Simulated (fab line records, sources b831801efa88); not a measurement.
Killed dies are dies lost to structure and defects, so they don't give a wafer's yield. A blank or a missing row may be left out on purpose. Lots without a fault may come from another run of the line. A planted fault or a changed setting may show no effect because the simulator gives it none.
fab line records | flow sky130
record lots=24 wafers=72 last_day=50
route steps=708 shown VIA1@472 METAL2@494 VIA2@521 METAL3@569 VIA3@576 PASSIVATION@681
lots that met no fault: from a run of the same line without faults
start_h: hours from the record's first day to the start of the lot's first wafer shown | wait_h: hours since the lot's step before | " the same as in the row above | L1.1+2: a row that stands for several wafers | - no value, or no start given | * or withheld: withheld | < > ~ a bound
route shown NAME@n: a module of which the file shows steps, and the number in the route of the first | usual: mean/standard deviation of fault-free wafers | same: alike in all rows | chamber/n: place in a boat | sites: the reading at each site | _std_site: their standard deviation | _edge_site: outer sites' mean less inner sites' | radius_mm: how far each site lies from the wafer's centre | mask NAME#n: copy n | behind: the tool/chamber that last shaped the wafer | hold: why the lot was held/for how many hours/how that ended | device: the transistor (n, p or np) that didn't switch | end of line: the same wafers' tests at the end of the route | a step without rows: its recipe alone | killed: dies lost to structure and defects at the first sort, not the wafer's yield | map: a wafer's dies, x killed, . not, _ none there
set.NAME: the setting as run; set.NAME@STEP: as run at that earlier step | model.NAME: the simulator's own value behind a step, which no gauge read
steps of the route over a sample of lots; a table a step, a row a wafer
services: from which hour (start_h, from the record's first day; less than 0 if before it) a tool's chamber was out of use, for how many hours, and why
## steps
# step SKY_VIA1_ETCH_14
# recipe chemistry=N2/H2 target=BARC ion_energy_ev=200 source_w=500 bias_w=100 pressure_mtorr=30 n2_flow_sccm=100 h2_flow_sccm=200 stop_on=SiO2 time_s=45.9 target_depth_a=600
# usual drypump_motor_current_A=5.7/0.45 oes_product_au=0.855/0.0049 throttle_valve_pct=13.224/0.0089
# columns lot.wafer tool chamber start_h wait_h drypump_motor_current_A oes_product_au rf_hours_counter_h throttle_valve_pct
L074.3 rie_diel-01 0 816.11 0.0 5.6 0.857 31 13.209
L074.4 " 1 " " 5.7 0.864 18 13.215
L074.6 " 1 " " 5.7 0.848 - 13.221
L075.1 rie_diel-03 1 818.36 0.0 6.3 0.856 5 13.225
L075.3 " 0 " " 5.6 0.865 18 13.234
L075.4 " 3 " " 5.4 0.853 3 13.222
L077.4 rie_diel-04 1 819.37 0.0 5.1 0.861 22 13.237
L077.5 " 3 " " 6.1 0.853 - 13.215
L077.6 " 2 " " 5.0 0.852 - 13.225
L076.4 rie_diel-03 3 820.22 0.0 5.4 0.854 4 13.222
L076.5 " 3 " " 5.4 0.855 - 13.219
L076.6 " 2 " " 5.5 0.857 - 13.220
L078.2 rie_diel-01 1 864.17 0.0 5.7 0.854 20 13.217
L078.4 " 0 " " 5.6 0.847 1 13.212
L078.5 " 1 " " 5.7 0.853 - 13.222
L079.1 rie_diel-03 3 865.32 0.0 5.4 0.853 5 13.237
L079.2 " 1 " " 6.2 0.848 6 13.226
L079.3 " 0 " " 5.6 0.854 19 13.214
L080.1 rie_diel-04 2 865.67 0.0 5.0 0.846 5 13.225
L080.2 " 3 " " 6.1 0.857 15 13.218
L080.4 " 0 " " 6.5 0.856 8 13.222
L081.1 rie_diel-01 3 866.51 0.0 6.1 0.855 10 13.221
L081.2 " 1 " " 5.7 0.864 20 13.230
L081.4 " 2 " " 6.1 0.857 10 13.226
L082.1 rie_diel-04 0 867.67 0.0 6.5 0.856 8 13.236
L082.4 " 3 " " 6.1 0.852 16 13.234
L082.6 " 3 " " 6.1 0.857 - 13.214
L084.2 rie_diel-01 0 874.22 0.0 5.6 0.852 1 13.219
L084.4 " 1 " " 5.7 0.868 20 13.221
L084.5 " 0 " " 5.6 0.846 - 13.224
L083.2 rie_diel-04 0 877.21 0.0 6.4 0.856 9 13.221
L083.4 " 2 " " 5.0 0.856 6 13.218
L083.6 " 0 " " 6.5 0.860 - 13.221
L085.1 rie_diel-03 2 877.97 0.0 5.5 0.853 8 13.233
L085.2 " 3 " " 5.4 0.857 5 13.225
L085.3 " 1 " " 6.3 0.849 6 13.232
L086.3 rie_diel-01 3 878.71 0.0 6.1 0.855 11 13.220
L086.5 " 1 " " 5.7 0.861 - 13.220
L086.6 " 2 " " 6.1 0.853 - 13.227
L087.2 rie_diel-03 0 889.12 0.0 5.6 0.849 19 13.232
L087.4 " 3 " " 5.4 0.856 5 13.213
L087.6 " 3 " " 5.4 0.853 - 13.239
L088.2 rie_diel-03 1 901.82 0.0 6.3 0.862 7 13.228
L088.3 " 0 " " 5.6 0.853 20 13.221
L088.5 " 1 " " 6.3 0.851 - 13.236
L089.2 rie_diel-04 0 903.62 0.0 6.5 0.851 10 13.220
L089.3 " 2 " " 5.0 0.849 6 13.233
L089.4 " 3 " " 6.1 0.855 17 13.219
L090.1 rie_diel-04 3 917.66 0.0 6.1 0.861 17 13.218
L090.2 " 1 " " 5.1 0.852 25 13.240
L090.5 " 2 " " 5.0 0.842 - 13.223
L091.1 rie_diel-03 3 922.31 0.0 5.4 0.855 6 13.232
L091.4 " 1 " " 6.2 0.851 8 13.222
L091.5 " 0 " " 5.6 0.852 - 13.235
L092.1 rie_diel-04 1 925.47 0.0 5.2 0.854 26 13.225
L092.2 " 2 " " 5.0 0.849 7 13.216
L092.5 " 1 " " 5.1 0.854 - 13.221
L093.1 rie_diel-04 0 941.27 0.0 6.4 0.854 11 13.221
L093.2 " 1 " " 5.1 0.856 26 13.235
L093.6 " 3 " " 6.1 0.853 - 13.221
L094.4 rie_diel-01 2 942.57 0.0 6.0 0.850 11 13.221
L094.5 " 0 " " 5.6 0.848 - 13.212
L094.6 " 3 " " 6.1 0.864 - 13.240
L095.1 rie_diel-01 2 953.16 0.0 6.1 0.857 12 13.215
L095.4 " 1 " " 5.7 0.843 22 13.226
L095.6 " 3 " " 6.1 0.856 - 13.231
L096.1 rie_diel-01 2 957.16 0.0 6.1 0.860 12 13.209
L096.3 " 1 " " 5.7 0.860 22 13.235
L096.6 " 2 " " 6.1 0.858 - 13.231
L097.2 rie_diel-04 2 962.72 0.0 5.0 0.851 8 13.245
L097.4 " 0 " " 6.4 0.848 11 13.240
L097.6 " 2 " " 5.0 0.865 - 13.239
# step SKY_METAL2_SOFTBAKE_11
# recipe temp_c=100 time_s=94.31 resist=KrF-thick
# usual plate_sensor_t_centre_C=100.88/0.011 plate_sensor_t_edge_C=100.95/0.011
# columns lot.wafer tool chamber start_h wait_h plate_sensor_t_centre_C plate_sensor_t_edge_C
L074.3 litho_track-03 0 - - 100.89 100.93
L074.4 " 0 " " 100.88 100.97
L074.6 " 0 " " 100.88 100.95
L075.1 litho_track-01 0 - - 100.88 100.94
L075.3 " 0 " " 100.87 100.95
L075.4 " 0 " " 100.87 100.95
L077.4 litho_track-04 0 - - 100.89 100.96
L077.5 " 0 " " 100.88 100.96
L077.6 " 0 " " 100.88 100.96
L076.4 litho_track-01 0 - - 100.88 100.96
L076.5 " 0 " " 100.87 100.95
L076.6 " 0 " " 100.90 100.96
L078.2 litho_track-01 0 - - 100.86 100.96
L078.4 " 0 " " 100.90 100.95
L078.5 " 0 " " 100.88 100.95
L079.1 litho_track-01 0 - - 100.87 100.94
L079.2 " 0 " " 100.88 100.95
L079.3 " 0 " " 100.89 100.96
L080.1 litho_track-04 0 - - 100.89 100.93
L080.2 " 0 " " 100.88 100.97
L080.4 " 0 " " 100.87 100.96
L081.1 litho_track-03 0 - - 100.89 100.96
L081.2 " 0 " " 100.87 100.95
L081.4 " 0 " " 100.87 100.94
L082.1 litho_track-01 0 - - 100.90 100.95
L082.4 " 0 " " 100.89 100.94
L082.6 " 0 " " 100.86 100.96
L084.2 litho_track-04 0 - - 100.90 100.95
L084.4 " 0 " " 100.89 100.95
L084.5 " 0 " " 100.91 100.97
L083.2 litho_track-03 0 - - 100.89 100.96
L083.4 " 0 " " 100.86 100.94
L083.6 " 0 " " 100.89 100.93
L085.1 litho_track-03 0 - - 100.89 100.95
L085.2 " 0 " " 100.87 100.96
L085.3 " 0 " " 100.89 100.96
L086.3 litho_track-01 0 - - 100.89 100.97
L086.5 " 0 " " 100.88 100.97
L086.6 " 0 " " 100.88 100.94
L087.2 litho_track-04 0 - - 100.88 100.95
L087.4 " 0 " " 100.90 100.95
L087.6 " 0 " " 100.87 100.95
L088.2 litho_track-04 0 - - 100.87 100.95
L088.3 " 0 " " 100.89 100.95
L088.5 " 0 " " 100.90 100.95
L089.2 litho_track-01 0 - - 100.89 100.95
L089.3 " 0 " " 100.89 100.94
L089.4 " 0 " " 100.91 100.96
L090.1 litho_track-01 0 - - 100.90 100.95
L090.2 " 0 " " 100.90 100.95
L090.5 " 0 " " 100.89 100.94
L091.1 litho_track-03 0 - - 100.88 100.94
L091.4 " 0 " " 100.89 100.96
L091.5 " 0 " " 100.88 100.96
L092.1 litho_track-04 0 - - 100.89 100.96
L092.2 " 0 " " 100.87 100.97
L092.5 " 0 " " 100.89 100.98
L093.1 litho_track-01 0 - - 100.88 100.96
L093.2 " 0 " " 100.89 100.96
L093.6 " 0 " " 100.87 100.94
L094.4 litho_track-04 0 - - 100.90 100.95
L094.5 " 0 " " 100.88 100.96
L094.6 " 0 " " 100.86 100.95
L095.1 litho_track-03 0 - - 100.90 100.94
L095.4 " 0 " " 100.89 100.94
L095.6 " 0 " " 100.90 100.96
L096.1 litho_track-01 0 - - 100.89 100.97
L096.3 " 0 " " 100.90 100.94
L096.6 " 0 " " 100.87 100.95
L097.2 litho_track-04 0 - - 100.88 100.97
L097.4 " 0 " " 100.89 100.95
L097.6 " 0 " " 100.88 100.96
# step SKY_VIA2_ETCH_14
# recipe chemistry=N2/H2 target=BARC ion_energy_ev=200 source_w=500 bias_w=100 pressure_mtorr=30 n2_flow_sccm=100 h2_flow_sccm=200 stop_on=SiO2 time_s=45.9 target_depth_a=600
# usual drypump_motor_current_A=5.7/0.45 oes_product_au=0.855/0.0046 throttle_valve_pct=13.225/0.0088
# columns lot.wafer tool chamber start_h wait_h drypump_motor_current_A oes_product_au rf_hours_counter_h throttle_valve_pct
L074.3 rie_diel-02 3 871.02 0.0 5.7 0.857 23 13.218
L074.4 " 2 " " 6.4 0.853 14 13.215
L074.6 " 1 " " 5.4 0.852 - 13.215
L075.1 rie_diel-03 3 873.32 0.0 5.4 0.859 5 13.215
L075.3 " 2 " " 5.5 0.853 7 13.224
L075.4 " 3 " " 5.4 0.850 - 13.220
L077.4 rie_diel-04 1 873.67 0.0 5.1 0.850 24 13.218
L077.5 " 1 " " 5.1 0.856 - 13.227
L077.6 " 0 " " 6.5 0.851 - 13.206
L076.4 rie_diel-03 3 875.65 0.0 5.4 0.859 - 13.218
L076.5 " 1 " " 6.2 0.858 - 13.235
L076.6 " 2 " " 5.5 0.856 - 13.230
L078.2 rie_diel-02 1 918.62 0.0 5.5 0.861 14 13.225
L078.4 " 2 " " 6.4 0.852 16 13.220
L078.5 " 1 " " 5.5 0.864 - 13.211
L079.1 rie_diel-03 2 918.88 0.0 5.5 0.854 9 13.228
L079.2 " 3 " " 5.4 0.853 6 13.202
L079.3 " 1 " " 6.3 0.850 7 13.224
L080.1 rie_diel-04 0 920.13 0.0 6.5 0.850 10 13.235
L080.2 " 3 " " 6.1 0.850 17 13.231
L080.4 " 1 " " 5.1 0.858 26 13.226
L081.1 rie_diel-02 1 920.48 0.0 5.4 0.856 15 13.225
L081.2 " 2 " " 6.4 0.851 16 13.225
L081.4 " 3 " " 5.7 0.858 25 13.218
L082.1 rie_diel-02 2 922.12 0.0 6.4 0.854 16 13.217
L082.4 " 3 " " 5.7 0.849 25 13.223
L082.6 " 3 " " 5.7 0.846 - 13.226
L084.2 rie_diel-04 0 928.18 0.0 6.5 0.862 10 13.236
L084.4 " 2 " " 5.0 0.849 7 13.224
L084.5 " 3 " " 6.1 0.855 - 13.221
L083.2 rie_diel-04 1 931.32 0.0 5.1 0.852 26 13.231
L083.4 " 2 " " 5.0 0.856 7 13.236
L083.6 " 3 " " 6.1 0.854 - 13.236
L085.1 rie_diel-02 0 931.97 0.0 5.7 0.852 16 13.225
L085.2 " 1 " " 5.5 0.861 15 13.232
L085.3 " 3 " " 5.7 0.856 26 13.226
L086.3 rie_diel-03 1 932.28 0.0 6.3 0.853 8 13.216
L086.5 " 0 " " 5.6 0.849 - 13.221
L086.6 " 3 " " 5.4 0.846 - 13.203
L087.2 rie_diel-03 1 942.47 0.0 6.3 0.855 8 13.227
L087.4 " 0 " " 5.6 0.853 21 13.212
L087.6 " 2 " " 5.5 0.859 - 13.229
L088.2 rie_diel-02 3 953.58 0.0 5.7 0.849 26 13.221
L088.3 " 0 " " 5.7 0.857 17 13.222
L088.5 " 1 " " 5.5 0.855 - 13.225
L089.2 rie_diel-03 1 954.72 0.0 6.3 0.849 9 13.229
L089.3 " 2 " " 5.5 0.854 10 13.226
L089.4 " 1 " " 6.3 0.863 - 13.232
L090.1 rie_diel-02 3 970.03 0.0 5.7 0.860 27 13.221
L090.2 " 1 " " 5.4 0.855 16 13.230
L090.5 " 1 " " 5.4 0.857 - 13.210
L091.1 rie_diel-03 2 973.43 0.0 5.5 0.854 10 13.206
L091.4 " 0 " " 5.6 0.856 0 13.232
L091.5 " 3 " " 5.3 0.861 - 13.239
L092.1 rie_diel-04 0 977.33 0.0 6.4 0.854 12 13.229
L092.2 " 2 " " 5.0 0.851 8 13.231
L092.5 " 0 " " 6.5 0.857 - 13.229
L093.1 rie_diel-02 1 991.83 0.0 5.5 0.859 17 13.210
L093.2 " 3 " " 5.7 0.859 27 13.229
L093.6 " 0 " " 5.7 0.857 - 13.209
L094.4 rie_diel-04 1 994.23 0.0 5.2 0.856 28 13.235
L094.5 " 3 " " 6.1 0.844 - 13.222
L094.6 " 2 " " 5.0 0.861 - 13.215
L095.1 rie_diel-03 3 1003.77 0.0 5.4 0.851 9 13.231
L095.4 " 2 " " 5.5 0.856 11 13.222
L095.6 " 2 " " 5.5 0.849 - 13.222
L096.1 rie_diel-04 1 1006.58 0.0 5.1 0.856 28 13.230
L096.3 " 3 " " 6.1 0.854 20 13.222
L096.6 " 1 " " 5.1 0.851 - 13.227
L097.2 rie_diel-03 3 1013.17 0.0 5.4 0.857 9 13.232
L097.4 " 0 " " 5.6 0.845 2 13.231
L097.6 " 2 " " 5.5 0.851 - 13.222
# step SKY_METAL3_STRIP_19
# recipe chemistry=O2/N2 power_w=1400 pressure_mtorr=1500 platen_temp_c=withheld o2_flow_sccm=3000 n2_flow_sccm=300 overash_fraction=0.5
# usual drypump_motor_current_A=5.87/0.26 o2_flow_sccm=3001/8.4 oes_product_au=0.502/0.0063 strip_time_to_endpoint_s=6.53/0.11
# columns lot.wafer tool chamber start_h wait_h drypump_motor_current_A o2_flow_sccm oes_product_au rf_hours_counter_h strip_time_to_endpoint_s
L074.3 plasma_asher-01 1 925.48 0.1 6.30 3008 0.505 - 6.49
L074.4 " 0 " " 6.00 3003 0.508 - 6.53
L074.6 " 0 " " 5.98 2991 0.493 - 6.50
L075.1 plasma_asher-04 1 927.12 0.1 6.18 2984 0.501 50 6.48
L075.3 " 0 " " 5.56 2992 0.513 - 6.56
L075.4 " 1 " " 6.19 2983 0.495 - 6.50
L077.4 plasma_asher-02 0 927.38 0.1 5.64 2986 0.512 - 6.62
L077.5 " 0 " " 5.62 2994 0.500 - 6.43
L077.6 " 1 " " 5.82 3002 0.501 - 6.60
L076.4 plasma_asher-04 0 928.66 0.1 5.56 3001 0.498 - 6.46
L076.5 " 0 " " 5.59 2988 0.508 - 6.42
L076.6 " 1 " " 6.18 3006 0.501 - 6.65
L078.2 plasma_asher-04 1 969.95 0.1 6.20 3006 0.498 54 6.63
L078.4 " 0 " " 5.59 3002 0.504 - 6.42
L078.5 " 1 " " 6.19 3009 0.498 - 6.45
L079.1 plasma_asher-01 1 970.30 0.1 6.28 3007 0.503 84 6.57
L079.2 " 0 " " 5.98 2999 0.504 84 6.51
L079.3 " 0 " " 5.97 3001 0.500 - 6.54
L081.1 plasma_asher-04 0 972.50 0.1 5.58 2993 0.508 54 6.62
L081.2 " 1 " " 6.18 3001 0.494 54 6.53
L081.4 " 0 " " 5.58 3005 0.506 - 6.56
L080.1 plasma_asher-02 1 972.85 0.1 5.80 3016 0.510 22 6.60
L080.2 " 0 " " 5.60 3005 0.502 22 6.66
L080.4 " 1 " " 5.76 2995 0.506 - 6.54
L082.1 plasma_asher-04 0 973.20 0.1 5.58 2992 0.513 54 6.72
L082.4 " 0 " " 5.60 3008 0.491 - 6.45
L082.6 " 0 " " 5.59 3010 0.498 - 6.37
L084.2 plasma_asher-02 0 978.90 0.1 5.64 3006 0.510 23 6.66
L084.4 " 1 " " 5.81 3001 0.503 - 6.67
L084.5 " 1 " " 5.77 3006 0.496 - 6.46
L083.2 plasma_asher-04 0 982.40 0.1 5.59 2993 0.497 56 6.56
L083.4 " 0 " " 5.58 2993 0.498 - 6.36
L083.6 " 1 " " 6.21 2999 0.497 - 6.36
L085.1 plasma_asher-02 1 983.60 0.1 5.79 3002 0.510 23 6.69
L085.2 " 0 " " 5.62 3000 0.510 23 6.65
L085.3 " 0 " " 5.62 3024 0.506 - 6.62
L086.3 plasma_asher-01 1 983.98 0.1 6.31 2979 0.496 - 6.41
L086.5 " 0 " " 5.96 2987 0.504 - 6.40
L086.6 " 1 " " 6.28 2997 0.497 - 6.65
L087.2 plasma_asher-01 0 994.09 0.1 5.99 2996 0.501 86 6.42
L087.4 " 0 " " 5.99 3003 0.502 - 6.64
L087.6 " 0 " " 5.98 3006 0.493 - 6.38
L088.2 plasma_asher-04 1 1003.34 0.1 6.14 3016 0.498 57 6.37
L088.3 " 0 " " 5.59 2995 0.491 - 6.37
L088.5 " 1 " " 6.19 3004 0.500 - 6.40
L089.2 plasma_asher-01 0 1004.45 0.1 5.96 3003 0.512 87 6.62
L089.3 " 1 " " 6.30 2999 0.504 - 6.60
L089.4 " 0 " " 5.96 3017 0.498 - 6.60
L090.1 plasma_asher-02 1 1018.55 0.1 5.80 2996 0.502 26 6.45
L090.2 " 0 " " 5.64 2995 0.495 26 6.50
L090.5 " 0 " " 5.64 3003 0.498 - 6.50
L091.1 plasma_asher-02 0 1021.59 0.1 5.61 3011 0.503 27 6.51
L091.4 " 1 " " 5.78 3023 0.494 - 6.60
L091.5 " 1 " " 5.78 3001 0.503 - 6.51
L092.1 plasma_asher-02 1 1025.89 0.1 5.81 3005 0.500 28 6.51
L092.2 " 0 " " 5.64 2987 0.492 28 6.25
L092.5 " 1 " " 5.79 3015 0.503 - 6.51
L093.1 plasma_asher-04 1 1038.99 0.1 6.19 3005 0.506 60 6.56
L093.2 " 0 " " 5.59 3001 0.499 60 6.36
L093.6 " 0 " " 5.62 3003 0.497 - 6.35
L094.4 plasma_asher-02 0 1042.38 0.1 5.60 2996 0.490 - 6.51
L094.5 " 0 " " 5.61 2990 0.493 - 6.34
L094.6 " 1 " " 5.80 2997 0.505 - 6.64
L095.1 plasma_asher-02 0 1052.15 0.1 5.61 2988 0.505 31 6.57
L095.4 " 1 " " 5.78 3001 0.506 - 6.66
L095.6 " 1 " " 5.79 3014 0.508 - 6.54
L096.1 plasma_asher-01 1 1053.65 0.1 6.27 2996 0.509 92 6.60
L096.3 " 0 " " 5.99 2996 0.506 - 6.60
L096.6 " 1 " " 6.29 2983 0.505 - 6.66
L097.2 plasma_asher-02 1 1060.40 0.1 5.79 2997 0.508 31 6.64
L097.4 " 0 " " 5.63 3008 0.514 - 6.59
L097.6 " 1 " " 5.79 3005 0.501 - 6.64
# step SKY_VIA3_BOW_MEAS_03
# recipe mode=bow
# usual VIA3_BOW=79/7.2
# columns lot.wafer tool chamber start_h wait_h VIA3_BOW[um]
L074.3 film_metro-03 - 926.61 0.1 63
L074.4 " - " " 84
L074.6 " - " " 66
L075.1 film_metro-03 - 928.24 0.2 83
L075.3 " - " " 84
L075.4 " - " " 82
L077.4 film_metro-03 - 928.60 0.3 86
L077.5 " - " " 75
L077.6 " - " " 80
L076.4 film_metro-03 - 929.91 0.3 67
L076.5 " - " " 74
L076.6 " - " " 69
L078.2 film_metro-04 - 971.26 0.3 65
L078.4 " - " " 80
L078.5 " - " " 70
L079.1 film_metro-03 - 971.46 0.2 84
L079.2 " - " " 75
L079.3 " - " " 82
L081.1 film_metro-04 - 973.69 0.1 67
L081.2 " - " " 84
L081.4 " - " " 83
L080.1 film_metro-03 - 974.02 0.2 73
L080.2 " - " " 73
L080.4 " - " " 75
L082.1 film_metro-04 - 974.36 0.1 85
L082.4 " - " " 80
L082.6 " - " " 69
L084.2 film_metro-02 - 980.05 0.1 68
L084.4 " - " " 78
L084.5 " - " " 79
L083.2 film_metro-03 - 983.57 0.2 72
L083.4 " - " " 66
L083.6 " - " " 60
L085.1 film_metro-04 - 984.76 0.2 84
L085.2 " - " " 84
L085.3 " - " " 82
L086.3 film_metro-02 - 985.11 0.3 85
L086.5 " - " " 78
L086.6 " - " " 84
L087.2 film_metro-02 - 995.23 0.3 78
L087.4 " - " " 85
L087.6 " - " " 82
L088.2 film_metro-02 - 1004.83 0.1 80
L088.3 " - " " 71
L088.5 " - " " 70
L089.2 film_metro-03 - 1006.03 0.2 83
L089.3 " - " " 72
L089.4 " - " " 88
L090.1 film_metro-03 - 1019.67 0.1 83
L090.2 " - " " 81
L090.5 " - " " 81
L091.1 film_metro-04 - 1022.71 0.2 86
L091.4 " - " " 81
L091.5 " - " " 94
L092.1 film_metro-03 - 1027.03 0.2 75
L092.2 " - " " 85
L092.5 " - " " 83
L093.1 film_metro-04 - 1040.11 0.1 82
L093.2 " - " " 72
L093.6 " - " " 88
L094.4 film_metro-02 - 1043.61 0.2 69
L094.5 " - " " 81
L094.6 " - " " 82
L095.1 film_metro-04 - 1053.30 0.1 92
L095.4 " - " " 84
L095.6 " - " " 93
L096.1 film_metro-02 - 1054.77 0.2 75
L096.3 " - " " 71
L096.6 " - " " 64
L097.2 film_metro-03 - 1061.54 0.3 83
L097.4 " - " " 80
L097.6 " - " " 74
# step SKY_PASSIVATION_CVD_00
# recipe material=SiO2 target_thk_nm=90 temp_c=400 time_s=withheld rf_w=600
# usual heater_power_w=596/78
# columns lot.wafer tool chamber start_h wait_h heater_power_w
L074.3 pecvd-03 0 1050.36 0.0 585
L074.4 " 2 " " 532
L074.6 " 0 " " 592
L075.1 pecvd-02 1 1050.41 0.0 685
L075.3 " 2 " " 501
L075.4 " 0 " " 536
L077.4 pecvd-02 1 1051.48 0.0 603
L077.5 " 0 " " 615
L077.6 " 2 " " 456
L076.4 pecvd-02 0 1052.58 0.0 575
L076.5 " 2 " " 562
L076.6 " 1 " " 711
L078.2 pecvd-01 2 1090.42 0.0 629
L078.4 " 2 " " 616
L078.5 " 0 " " 562
L079.1 pecvd-02 2 1091.26 0.0 514
L079.2 " 1 " " 699
L079.3 " 1 " " 716
L081.1 pecvd-03 2 1091.47 0.0 492
L081.2 " 1 " " 605
L081.4 " 1 " " 620
L080.1 pecvd-03 2 1092.41 0.0 482
L080.2 " 1 " " 702
L080.4 " 1 " " 709
L082.1 pecvd-03 0 1093.12 0.0 680
L082.4 " 2 " " 559
L082.6 " 0 " " 692
L084.2 pecvd-02 1 1096.55 0.0 621
L084.4 " 2 " " 592
L084.5 " 0 " " 602
L083.2 pecvd-01 0 1099.44 0.0 719
L083.4 " 2 " " 603
L083.6 " 0 " " 706
L085.1 pecvd-03 0 1100.97 0.0 571
L085.2 " 1 " " 667
L085.3 " 2 " " 578
L086.3 pecvd-02 1 1101.27 0.0 701
L086.5 " 0 " " 561
L086.6 " 2 " " 594
L087.2 pecvd-01 2 1111.31 0.0 550
L087.4 " 2 " " 561
L087.6 " 0 " " 723
L088.2 pecvd-02 2 1118.48 0.0 526
L088.3 " 0 " " 600
L088.5 " 2 " " 531
L089.2 pecvd-01 0 1118.79 0.0 689
L089.3 " 1 " " 422
L089.4 " 2 " " 519
L090.1 pecvd-02 0 1133.77 0.0 594
L090.2 " 2 " " 567
L090.5 " 2 " " 567
L091.1 pecvd-01 1 1136.28 0.0 448
L091.4 " 1 " " 449
L091.5 " 0 " " 635
L092.1 pecvd-01 2 1138.87 0.0 558
L092.2 " 1 " " 515
L092.5 " 2 " " 559
L093.1 pecvd-01 2 1148.88 0.0 568
L093.2 " 1 " " 478
L093.6 " 2 " " 570
L094.4 pecvd-02 1 1150.09 0.0 621
L094.5 " 2 " " 507
L094.6 " 0 " " 537
L095.1 pecvd-02 1 1159.34 0.0 599
L095.4 " 1 " " 618
L095.6 " 2 " " 528
L096.1 pecvd-03 2 1161.72 0.0 596
L096.3 " 2 " " 606
L096.6 " 1 " " 715
L097.2 pecvd-03 1 1165.13 0.0 687
L097.4 " 0 " " 647
L097.6 " 1 " " 696
## services
# columns tool chamber start_h hours kind
plasma_asher-02 - 796.97 2.8 pm
rie_diel-01 2 799.37 4.4 repair
rie_diel-02 3 837.33 2.5 repair
rie_diel-04 - 840.51 1.9 repair
plasma_asher-02 - 841.54 9.4 repair
rie_diel-04 3 854.56 3.4 repair
pecvd-02 - 864.44 18.1 repair
rie_diel-03 0 871.78 10.1 repair
rie_diel-04 2 885.84 4.6 repair
pecvd-02 2 896.46 10.0 repair
pecvd-02 0 904.12 12.8 repair
rie_diel-04 - 907.71 2.2 repair
rie_diel-03 2 937.70 2.7 repair
pecvd-02 2 949.16 26.6 repair
plasma_asher-02 - 968.48 3.2 repair
pecvd-02 - 969.43 1.3 repair
pecvd-02 - 979.62 1.4 repair
rie_diel-03 1 982.91 5.8 repair
pecvd-02 - 997.91 4.3 pm
plasma_asher-02 - 1077.83 0.8 repair
rie_diel-04 3 1095.25 20.5 repair
rie_diel-03 3 1123.32 1.4 repair
pecvd-02 - 1154.89 0.7 repair
rie_diel-04 3 1160.86 9.6 repair
## key
fault none
